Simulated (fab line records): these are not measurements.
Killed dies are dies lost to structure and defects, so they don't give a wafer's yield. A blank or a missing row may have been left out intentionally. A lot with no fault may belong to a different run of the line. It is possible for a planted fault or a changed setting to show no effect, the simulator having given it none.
A struck lot beside a sound one / flow sky130 / 16 steps out of a route of 708
Sound: the wafers L704.1, L704.2, L704.4. Struck: wafer L708.2 (left out: L708.6, a lot-mate that was not struck); the cause follows at the end.
Order at every step that has rows: each side's tool, ch and its chambers, its first start. Under that, the readings that differ: sound wafers / struck wafers / difference of the means / sigmas: that difference in standard deviations of wafers without a fault.
alike: readings whose means differ by less than 2 such deviations, and words and numbers that are the same on both sides. not compared: withheld readings, readings that some wafer has no value for, bounds like >300 that may hide the same value, and numbers for which the record gives no deviation and whose values overlap.
Wherever a step has rows on one side only, a row that says differs or no value, or a row with sigmas, the two part there. Numbers that have no deviation but don't overlap get no sigmas and don't part them. A reading missing from all wafers of one side parts the sides only when that side holds two or more wafers.

first, 2 steps without rows for these wafers: SKY_METAL3_PEB_11; SKY_METAL3_DEVELOP_12 (develop time 60 s).
SKY_METAL3_CD_MEAS_13 targets a cd of 300 nm.
  struck on cd sem-02, day 40 10:54; sound on cd sem-01, day 39 06:06
reading=cd nm (nm); sound=297.4 296.3 296.6; struck=300.6; difference=+3.8; sigmas=+2
SKY_METAL3_OVL_MEAS_14:
  struck on overlay-01, day 40 11:01; sound on overlay-02, day 39 06:13
  alike: METAL3_OVL
SKY_METAL3_DESCUM_15: chemistry O2, time 8 s.
  sound on rie metal-03 ch 0,1, day 39 06:16; struck on rie metal-03 ch 0, day 40 11:02
  alike: drypump motor current A, oes product au
  not compared: rf hours counter h
SKY_METAL3_ETCH_16: etches BARC in N2/H2, stops on SiO2, time 88.2 s, target depth 60 nm.
  sound on rie metal-03 ch 0,1, day 39 06:17; struck on rie metal-03 ch 0, day 40 11:04
  alike: drypump motor current A, oes product au, throttle valve pct
  not compared: rf hours counter h
then, 1 step without rows for these wafers: SKY_METAL3_ETCH_17 (etches SiO2 in C4F8/O2/Ar, stops on TiN, time 3.9 s, target depth 15 nm).
SKY_METAL3_METAL_ETCH_18: etches the open film in Cl2/BCl3, stops on SiO2, target depth 845 nm, time 183.1 s.
  sound on rie metal-04 ch 0,1, day 39 06:25; struck on rie metal-04 ch 1, day 40 11:11
  alike: drypump motor current A, oes product au, throttle valve pct
  not compared: rf hours counter h
SKY_METAL3_STRIP_19: strips in O2/N2.
  sound on plasma asher-02 ch 0,1, day 39 06:35; struck on plasma asher-04 ch 0, day 40 11:22
  alike: drypump motor current A, oes product au, strip time to endpoint s
  not compared: rf hours counter h
then, 3 steps without rows for these wafers: SKY_METAL3_STRIP_20 (strips in post etch residue remover, time 1200 s); SKY_METAL3_CLEAN_21 (cleans in IPA, time 180 s); SKY_METAL3_CLEAN_22 (cleans in O3/DIW).
SKY_VIA3_HDPCVD_00: deposits SiO2, target thk 1635 nm, time 272.5 s.
  sound on hdpcvd-02 ch 1,2, day 39 07:13; struck on hdpcvd-01 ch 1, day 40 11:58
reading=run length s (s); sound=300.5 300.0 301.0; struck=310.0; difference=+9.5; sigmas=+18
reading=model.SiO2_of_VIA3_HDPCVD_00.thk nm (nm); sound=1624 1632 1610; struck=1702; difference=+80; sigmas=
SKY_VIA3_THK_MEAS_01:
  struck on film metro-03, day 40 12:22; sound on film metro-02, day 39 07:23
reading=VIA3_HDPCVD_THK (nm); sound=1624 1633 1611; struck=1701; difference=+78; sigmas=+5
  not compared: hold
SKY_VIA3_CMP_02: polishes SiO2.
  sound on cmp-01 ch 0,2,3, day 39 07:29; struck on cmp-01 ch 3, day 40 13:40
reading=hold; sound=- - -; struck=await dispo/1.1h/release; difference=no value on the sound wafers; sigmas=
  alike: head pressure psi, motor current A, slurry flow ml min
-- the record jumps here: 7 days lie between the struck wafers' starts before and after (it left off in module VIA3 and takes up again in module PAD_OPEN, whose first step shown is number 708 of the route) --
SKY_PAD_OPEN_PROBE_99:
  struck on prober-01, day 47 12:38; sound on prober-01, day 46 07:41
  alike: defect limited yield, killed_at_M0_to_M3, killed_at_M4_up, killed at contacts, killed at front end, killed at other, killed dies, killed open, killed short, sort_bin_3_pad_short, sort_bin_5_function, sort_bin_6_memory, sort n pass, sort yield pct

== WHERE THEY PART ==
Last at SKY_VIA3_CMP_02 as far as this record goes, first at SKY_METAL3_CD_MEAS_13. Later steps at which nothing parts them and some readings are alike: SKY_PAD_OPEN_PROBE_99.

WHY: what had been put in by the simulator
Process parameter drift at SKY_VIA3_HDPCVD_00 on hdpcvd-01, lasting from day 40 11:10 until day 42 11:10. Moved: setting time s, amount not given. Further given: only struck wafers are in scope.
